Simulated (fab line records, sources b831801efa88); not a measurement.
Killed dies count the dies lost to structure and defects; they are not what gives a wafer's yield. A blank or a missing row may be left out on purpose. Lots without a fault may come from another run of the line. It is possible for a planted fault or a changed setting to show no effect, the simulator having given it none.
One fault through the eyes of 2 desks + flow gf180mcu + only its own numbers are on each desk; what lay behind them is given at the end

== METROLOGY DESK ==
What the gauges read for every lot (on any tool): the sampled wafers with a number, averaged. Any lot whose mean is over 4 standard deviations away from the usual mean is out of limits and marked OUT; that distance is given in the brackets.
Columns: A = POLY_GATE_CVD_00_THK at GF_POLY_GATE_THK_MEAS_01, usual 200.6 nm; B = cdNm at GF_POLY_GATE_CD_MEAS_10, usual 280.0 nm; C = POLY_GATE_OVL at GF_POLY_GATE_OVL_MEAS_11, usual 2 nm
| lot  | first seen here | A     | B     | C  |
|------|-----------------|-------|-------|----|
| L658 | day 11 10:26    | 199.8 | 281.2 | 4  |
| L661 | day 12 11:47    | 199.9 | 281.1 | 7  |
| L662 | day 12 15:25    | 202.4 | 280.5 | 9  |
| L667 | day 14 08:36    | 198.6 | 280.8 | -5 |
| L669 | day 14 16:29    | 201.6 | 280.3 | 3  |
This desk's verdict: no lot among the 5 shows anything out of limits.

== FOR THE TOOL OWNER'S DESK: rieDiel-03 ==
The tool's own readings at GF_POLY_GATE_ETCH_12 (etches BARC in N2/H2): means of the sampled wafers that have a number, for each lot that ran on this tool. Any lot whose mean is over 4 standard deviations away from the usual mean is out of limits and marked OUT; that distance is given in the brackets.
Columns: A = biasW at GF_POLY_GATE_ETCH_12, usual 100.0 W; B = drypumpMotorCurrentA at GF_POLY_GATE_ETCH_12, usual 5.8 A; C = h2FlowSccm at GF_POLY_GATE_ETCH_12, usual 200.0 sccm; D = oesProductAu at GF_POLY_GATE_ETCH_12, usual 0.736 a.u.; E = throttleValvePct at GF_POLY_GATE_ETCH_12, usual 13.216 %
| lot  | first seen here | A              | B   | C     | D     | E      |
|------|-----------------|----------------|-----|-------|-------|--------|
| L658 | day 12 06:03    | 85.2 (-48) OUT | 6.0 | 200.0 | 0.735 | 13.211 |
| L667 | day 15 05:26    | 99.7           | 5.9 | 199.9 | 0.738 | 13.215 |
This desk's verdict: out of limits on L658, starting with L658 at day 12 06:03 (biasW at GF_POLY_GATE_ETCH_12). L667: within limits.

== PUT TOGETHER ==
At day 12 06:03, on L658, the tool owner's desk was in a position to raise an alarm.
Metrology desk: nothing out of limits seen.
The metrology desk holds a record of L658, inside its limits.
Of the lots named, all ran GF_POLY_GATE_ETCH_12 on rieDiel-03.

== WHAT THE SIMULATOR HAD INSERTED ==
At GF_POLY_GATE_ETCH_12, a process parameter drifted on rieDiel-03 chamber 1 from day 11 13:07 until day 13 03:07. From 100, the setting biasW moved by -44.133. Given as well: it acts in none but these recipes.
Lots struck among those shown: L658.
Delay in hours, fault start to first out-of-limits reading, by desk: the tool owner's desk at 17.
